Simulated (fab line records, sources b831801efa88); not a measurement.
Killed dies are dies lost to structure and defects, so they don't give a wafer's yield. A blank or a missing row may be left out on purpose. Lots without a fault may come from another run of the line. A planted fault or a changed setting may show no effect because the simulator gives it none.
fab line records | flow gf180mcu
record lots=13 wafers=39 last_day=34
route steps=602 shown HV_LDD@185 M1@320
lots that met no fault: from a run of the same line without faults
start_h: hours from the record's first day to the start of the lot's first wafer shown | wait_h: hours since the lot's step before | " the same as in the row above | L1.1+2: a row that stands for several wafers | - no value, or no start given | * or withheld: withheld | < > ~ a bound
route shown NAME@n: a module of which the file shows steps, and the number in the route of the first | usual: mean/standard deviation of fault-free wafers | same: alike in all rows | chamber/n: place in a boat | sites: the reading at each site | _std_site: their standard deviation | _edge_site: outer sites' mean less inner sites' | radius_mm: how far each site lies from the wafer's centre | mask NAME#n: copy n | behind: the tool/chamber that last shaped the wafer | hold: why the lot was held/for how many hours/how that ended | device: the transistor (n, p or np) that didn't switch | end of line: the same wafers' tests at the end of the route | a step without rows: its recipe alone | killed: dies lost to structure and defects at the first sort, not the wafer's yield | map: a wafer's dies, x killed, . not, _ none there
set.NAME: the setting as run; set.NAME@STEP: as run at that earlier step | model.NAME: the simulator's own value behind a step, which no gauge read
steps of the route over a sample of lots; a table a step, a row a wafer
services: from which hour (start_h, from the record's first day; less than 0 if before it) a tool's chamber was out of use, for how many hours, and why
## steps
# step GF_HV_LDD_IMPLANT_09
# recipe species=As energy_kev=40 dose_cm2=1e+14 tilt_deg=7
# usual beam_on_s=10.01/0.2 end_station_pressure_torr=5.43e-06/3e-07
# same implant_ion_amu=75
# columns lot.wafer tool chamber start_h wait_h beam_on_s end_station_pressure_torr
L872.1 implanter-02 0 219.38 0.0 9.45 5.22e-06
L872.3 " 0 " " 9.92 5.22e-06
L872.5 " 0 " " 9.89 5.6e-06
L874.1 implanter-01 0 230.03 0.0 9.83 5.28e-06
L874.5 " 0 " " 10.03 5.94e-06
L874.6 " 0 " " 9.64 5.75e-06
L876.1 implanter-04 0 247.10 0.0 10.14 5.36e-06
L876.2 " 0 " " 9.83 5.73e-06
L876.5 " 0 " " 9.79 5.24e-06
L876.1 implanter-04 0 247.42 0.3 9.96 4.88e-06
L876.2 " 0 " " 10.11 5.89e-06
L876.5 " 0 " " 9.70 5.54e-06
L877.1 implanter-01 0 253.90 0.0 10.05 5.48e-06
L877.3 " 0 " " 9.75 5.45e-06
L877.4 " 0 " " 10.53 5.54e-06
L884.2 implanter-04 0 309.65 0.0 9.93 5.42e-06
L884.4 " 0 " " 10.22 4.78e-06
L884.6 " 0 " " 10.36 5.36e-06
L884.2 implanter-04 0 309.97 0.3 9.82 5.7e-06
L884.4 " 0 " " 10.30 5.21e-06
L884.6 " 0 " " 10.06 5.62e-06
L885.1 implanter-01 0 313.58 0.0 9.66 5.38e-06
L885.2 " 0 " " 10.24 5.25e-06
L885.4 " 0 " " 10.40 5.64e-06
L887.3 implanter-01 0 328.38 0.1 9.92 5.33e-06
L887.4 " 0 " " 10.27 5.25e-06
L887.6 " 0 " " 10.63 5.37e-06
L888.1 implanter-01 0 334.73 0.0 9.87 5.35e-06
L888.5 " 0 " " 10.27 5.34e-06
L888.6 " 0 " " 9.98 5.33e-06
L889.1 implanter-02 0 338.88 0.0 9.70 4.93e-06
L889.5 " 0 " " 10.35 5.37e-06
L889.6 " 0 " " 9.99 5.76e-06
L891.2 implanter-02 0 359.98 0.0 9.81 5.38e-06
L891.3 " 0 " " 9.89 5.68e-06
L891.6 " 0 " " 10.00 5.19e-06
L892.1 implanter-01 0 362.81 0.0 9.84 5.65e-06
L892.2 " 0 " " 10.01 5.31e-06
L892.4 " 0 " " 9.87 5.46e-06
L894.3 implanter-02 0 382.28 0.1 10.11 5.6e-06
L894.4 " 0 " " 10.31 5.6e-06
L894.5 " 0 " " 10.07 5.13e-06
L895.1 implanter-02 0 390.16 0.0 10.10 5.6e-06
L895.5 " 0 " " 10.20 5.46e-06
L895.6 " 0 " " 9.89 5.19e-06
# step GF_HV_LDD_TW_MEAS_11
# usual HV_LDD_TW=2430/30
# columns lot.wafer tool chamber start_h wait_h HV_LDD_TW
L872.1 film_metro-02 - 219.63 0.1 2458
L872.3 " - " " 2450
L872.5 " - " " 2447
L874.1 film_metro-02 - 230.28 0.1 2449
L874.5 " - " " 2452
L874.6 " - " " 2458
L876.1 film_metro-02 - 247.67 0.1 2924
L876.2 " - " " 2937
L876.5 " - " " 2922
L876.1 film_metro-02 - 247.95 0.3 2941
L876.2 " - " " 2930
L876.5 " - " " 2931
L877.1 film_metro-02 - 254.15 0.1 2480
L877.3 " - " " 2474
L877.4 " - " " 2472
L884.2 film_metro-03 - 310.21 0.1 2826
L884.4 " - " " 2822
L884.6 " - " " 2828
L884.2 film_metro-03 - 310.43 0.2 2834
L884.4 " - " " 2828
L884.6 " - " " 2831
L885.1 film_metro-04 - 313.83 0.1 2409
L885.2 " - " " 2400
L885.4 " - " " 2394
L887.3 film_metro-03 - 328.60 0.1 2422
L887.4 " - " " 2394
L887.6 " - " " 2405
L888.1 film_metro-02 - 334.98 0.1 2454
L888.5 " - " " 2444
L888.6 " - " " 2448
L889.1 film_metro-04 - 339.13 0.1 2414
L889.5 " - " " 2428
L889.6 " - " " 2425
L891.2 film_metro-03 - 360.22 0.1 2398
L891.3 " - " " 2387
L891.6 " - " " 2392
L892.1 film_metro-02 - 363.06 0.1 2447
L892.2 " - " " 2449
L892.4 " - " " 2451
L894.3 film_metro-03 - 382.50 0.1 2404
L894.4 " - " " 2382
L894.5 " - " " 2385
L895.1 film_metro-04 - 390.41 0.1 2449
L895.5 " - " " 2428
L895.6 " - " " 2435
# step GF_HV_LDD_RS_MEAS_53
# recipe thk_meas_gauge=four-point-probe
# usual HV_LDD_RS=418.1/0.86
# columns lot.wafer tool chamber start_h wait_h HV_LDD_RS[ohm/sq]
L872.1 film_metro-04 - 276.96 0.1 416.8
L872.3 " - " " 417.5
L872.5 " - " " 418.0
L874.1 film_metro-04 - 288.86 0.1 416.8
L874.5 " - " " 417.0
L874.6 " - " " 417.6
L876.1 film_metro-02 - 307.51 0.1 312.8
L876.2 " - " " 312.9
L876.5 " - " " 313.3
L876.1 film_metro-02 - 307.79 0.3 313.3
L876.2 " - " " 313.0
L876.5 " - " " 313.7
L877.1 film_metro-03 - 313.93 0.1 417.9
L877.3 " - " " 416.7
L877.4 " - " " 418.2
L884.2 film_metro-03 - 375.72 0.1 312.0
L884.4 " - " " 311.7
L884.6 " - " " 312.3
L884.2 film_metro-03 - 376.01 0.3 313.0
L884.4 " - " " 311.8
L884.6 " - " " 312.9
L885.1 film_metro-02 - 380.58 0.1 418.9
L885.2 " - " " 419.6
L885.4 " - " " 419.9
L887.3 film_metro-03 - 395.89 0.1 416.8
L887.4 " - " " 417.4
L887.6 " - " " 416.9
L888.1 film_metro-03 - 403.05 0.1 418.7
L888.5 " - " " 418.0
L888.6 " - " " 418.0
L889.1 film_metro-03 - 407.78 0.1 419.0
L889.5 " - " " 418.7
L889.6 " - " " 420.2
L891.2 film_metro-02 - 431.70 0.1 419.6
L891.3 " - " " 418.6
L891.6 " - " " 419.5
L892.1 film_metro-04 - 434.76 0.1 419.2
L892.2 " - " " 418.9
L892.4 " - " " 417.8
L894.3 film_metro-03 - 455.52 0.1 417.8
L894.4 " - " " 416.3
L894.5 " - " " 418.2
L895.1 film_metro-03 - 464.08 0.1 417.3
L895.5 " - " " 417.2
L895.6 " - " " 415.7
# step GF_M1_RS_MEAS_05
# recipe thk_meas_gauge=four-point-probe reads=TiN_of_M1_SPUTTER_04+Ti_of_M1_SPUTTER_03+AlCu_of_M1_SPUTTER_02+TiN_of_M1_SPUTTER_01+Ti_of_M1_SPUTTER_00
# usual M1_ALCU_RS=0.0694/0.00069
# columns lot.wafer tool chamber start_h wait_h M1_ALCU_RS[ohm/sq]
L872.1 film_metro-01 - 368.40 0.0 0.0690
L872.3 " - " " 0.0683
L872.5 " - " " 0.0687
L874.1 film_metro-01 - 382.82 0.0 0.0692
L874.5 " - " " 0.0694
L874.6 " - " " 0.0699
L877.1 film_metro-01 - 408.43 0.0 0.0703
L877.3 " - " " 0.0688
L877.4 " - " " 0.0695
L885.1 film_metro-03 - 483.61 0.0 0.0692
L885.2 " - " " 0.0690
L885.4 " - " " 0.0686
L887.3 film_metro-03 - 498.17 0.1 0.0685
L887.4 " - " " 0.0685
L887.6 " - " " 0.0691
L888.1 film_metro-03 - 505.85 0.0 0.0693
L888.5 " - " " 0.0700
L888.6 " - " " 0.0690
L889.1 film_metro-02 - 511.90 0.0 0.0692
L889.5 " - " " 0.0699
L889.6 " - " " 0.0692
L891.2 film_metro-03 - 534.54 0.0 0.0694
L891.3 " - " " 0.0695
L891.6 " - " " 0.0698
L892.1 film_metro-03 - 537.64 0.0 0.0702
L892.2 " - " " 0.0700
L892.4 " - " " 0.0706
L894.3 film_metro-03 - 556.20 0.1 0.0697
L894.4 " - " " 0.0701
L894.5 " - " " 0.0695
L895.1 film_metro-03 - 563.55 0.0 0.0688
L895.5 " - " " 0.0687
L895.6 " - " " 0.0684
# step GF_M1_THK_MEAS_06
# recipe thk_meas_gauge=xrf reads=AlCu_of_M1_SPUTTER_02
# usual M1_ALCU_THK=450/5.4
# columns lot.wafer tool chamber start_h wait_h M1_ALCU_THK[nm]
L872.1 film_metro-01 - 368.52 0.1 454
L872.3 " - " " 460
L872.5 " - " " 457
L874.1 film_metro-01 - 382.94 0.1 451
L874.5 " - " " 452
L874.6 " - " " 447
L877.1 film_metro-01 - 408.55 0.1 446
L877.3 " - " " 455
L877.4 " - " " 448
L885.1 film_metro-03 - 483.73 0.1 451
L885.2 " - " " 451
L885.4 " - " " 455
L887.3 film_metro-03 - 498.27 0.1 453
L887.4 " - " " 454
L887.6 " - " " 447
L888.1 film_metro-03 - 505.97 0.1 453
L888.5 " - " " 448
L888.6 " - " " 453
L889.1 film_metro-02 - 512.02 0.1 451
L889.5 " - " " 444
L889.6 " - " " 451
L891.2 film_metro-03 - 534.65 0.1 446
L891.3 " - " " 447
L891.6 " - " " 444
L892.1 film_metro-03 - 537.76 0.1 444
L892.2 " - " " 445
L892.4 " - " " 442
L894.3 film_metro-03 - 556.30 0.1 451
L894.4 " - " " 448
L894.5 " - " " 450
L895.1 film_metro-03 - 563.67 0.1 455
L895.5 " - " " 459
L895.6 " - " " 461
# step GF_M1_OVL_MEAS_15
# usual M1_OVL=0/4.7
# columns lot.wafer tool chamber start_h wait_h M1_OVL[nm]
L872.1 overlay-01 - 390.88 0.1 -1
L872.3 " - " " -1
L872.5 " - " " 5
L874.1 overlay-02 - 406.04 0.1 1
L874.5 " - " " -4
L874.6 " - " " -6
L877.1 overlay-02 - 432.44 0.1 -2
L877.3 " - " " 4
L877.4 " - " " -4
L885.1 overlay-02 - 507.13 0.1 -5
L885.2 " - " " -6
L885.4 " - " " 0
L887.3 overlay-01 - 521.74 0.1 0
L887.4 " - " " -1
L887.6 " - " " 0
L888.1 overlay-02 - 528.97 0.1 -3
L888.5 " - " " -2
L888.6 " - " " -1
L889.1 overlay-02 - 535.03 0.1 -5
L889.5 " - " " -7
L889.6 " - " " 1
L891.2 overlay-01 - 557.75 0.1 3
L891.3 " - " " -5
L891.6 " - " " -6
L892.1 overlay-02 - 560.07 0.1 4
L892.2 " - " " -2
L892.4 " - " " -1
L894.3 overlay-01 - 578.25 0.1 0
L894.4 " - " " -9
L894.5 " - " " -4
L895.1 overlay-02 - 585.03 0.1 1
L895.5 " - " " 4
L895.6 " - " " 6
## services
# columns tool chamber start_h hours kind
implanter-01 - 199.83 1.9 repair
implanter-01 - 227.42 0.8 repair
implanter-04 - 258.47 4.1 pm
implanter-02 - 318.39 4.4 pm
implanter-04 - 322.40 107.9 pm
## key
first_sign step=GF_HV_LDD_IMPLANT_09 reading=visit direction=added
effect step=GF_HV_LDD_TW_MEAS_11 reading=visit direction=added
effect step=GF_HV_LDD_TW_MEAS_11 reading=HV_LDD_TW direction=up sigmas=15 usual=2430 struck=2876
effect step=GF_HV_LDD_RS_MEAS_53 reading=HV_LDD_RS direction=down sigmas=99+ usual=418.1 struck=312.5
met_at GF_HV_LDD_IMPLANT_09
struck_lots L876,L884
scrapped_behind GF_HV_LDD_RS_MEAS_53 L876.1,L876.2,L876.5,L884.2,L884.4,L884.6
not_acting_at GF_M1_RS_MEAS_05,GF_M1_THK_MEAS_06,GF_M1_OVL_MEAS_15
fault kind=repeated_step_whole tool=implanter-01,implanter-02,implanter-04 chamber=- onset_h=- steps=GF_HV_LDD_IMPLANT_09 times=1 scope=struck_lots_only
